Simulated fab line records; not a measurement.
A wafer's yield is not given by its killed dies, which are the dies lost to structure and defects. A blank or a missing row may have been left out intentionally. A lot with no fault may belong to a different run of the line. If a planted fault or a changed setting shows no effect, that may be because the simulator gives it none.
Which of the tools did it? / flow gf180mcu / Sampling: 7 lots, 21 wafers, 2 of 602 route steps

== WHAT THE GAUGES READ, wafer by wafer ==
GF_HV_LDD_CD_MEAS_07: the cd target is 400 nm.
lot=L565; measured=day 10 15:19; on=cd_sem-01; cd_nm (nm)=397.8 399.6 401.6
lot=L571; measured=day 12 12:38; on=cd_sem-02; cd_nm (nm)=439.0 396.6 438.6
lot=L576; measured=day 14 02:57; on=cd_sem-01; cd_nm (nm)=404.0 404.4 404.6
lot=L579; measured=day 15 02:35; on=cd_sem-01; cd_nm (nm)=399.3 401.3 399.7
lot=L581; measured=day 15 13:12; on=cd_sem-02; cd_nm (nm)=403.0 404.6 402.0
lot=L584; measured=day 16 17:29; on=cd_sem-01; cd_nm (nm)=400.6 399.1 399.2
lot=L586; measured=day 17 02:04; on=cd_sem-02; cd_nm (nm)=397.0 398.1 398.2

== TOOL THAT RAN EACH LOT (tool first, then ch and the chambers of the sampled wafers, then the start) ==
lot=L565; GF_HV_LDD_DEVELOP_06=litho_track-02 ch 0, day 10 15:10
lot=L571; GF_HV_LDD_DEVELOP_06=litho_track-01 ch 0, day 12 12:29
lot=L576; GF_HV_LDD_DEVELOP_06=litho_track-02 ch 0, day 14 02:48
lot=L579; GF_HV_LDD_DEVELOP_06=litho_track-04 ch 0, day 15 02:26
lot=L581; GF_HV_LDD_DEVELOP_06=litho_track-01 ch 0, day 15 13:04
lot=L584; GF_HV_LDD_DEVELOP_06=litho_track-01 ch 0, day 16 17:20
lot=L586; GF_HV_LDD_DEVELOP_06=litho_track-02 ch 0, day 17 01:56
- GF_HV_LDD_DEVELOP_06: develop time 60 s.

== THE ANSWER, worked out from the rows above alone ==
Rule: the usual values come from the lots themselves. Put in order of their means at a reading, lots are off if they are a third of the lots or fewer, leave a main group of 4 or more, and stand apart from it by a gap of 3 or more times the standard deviation of the main group's means; of several such gaps the widest counts. A main group is skipped when, at the precision printed for the reading in the tables above, its means are all equal. Also off: a lot with no number at a reading for which 4 or more lots have one. The other lots that the step has rows for count as sound.
Off: L571 (GF_HV_LDD_CD_MEAS_07, cd_nm). For the main group the mean is 400.8 nm and the standard deviation 2.3.
A tool fits if, at a process step before that reading, it ran every lot that is off, and no sound lot after the first of them. Those tools and the gauges at GF_HV_LDD_CD_MEAS_07 are tried in the same way. No candidate that was tried fits.

== WHAT HAD BEEN PUT IN BY THE SIMULATOR ==
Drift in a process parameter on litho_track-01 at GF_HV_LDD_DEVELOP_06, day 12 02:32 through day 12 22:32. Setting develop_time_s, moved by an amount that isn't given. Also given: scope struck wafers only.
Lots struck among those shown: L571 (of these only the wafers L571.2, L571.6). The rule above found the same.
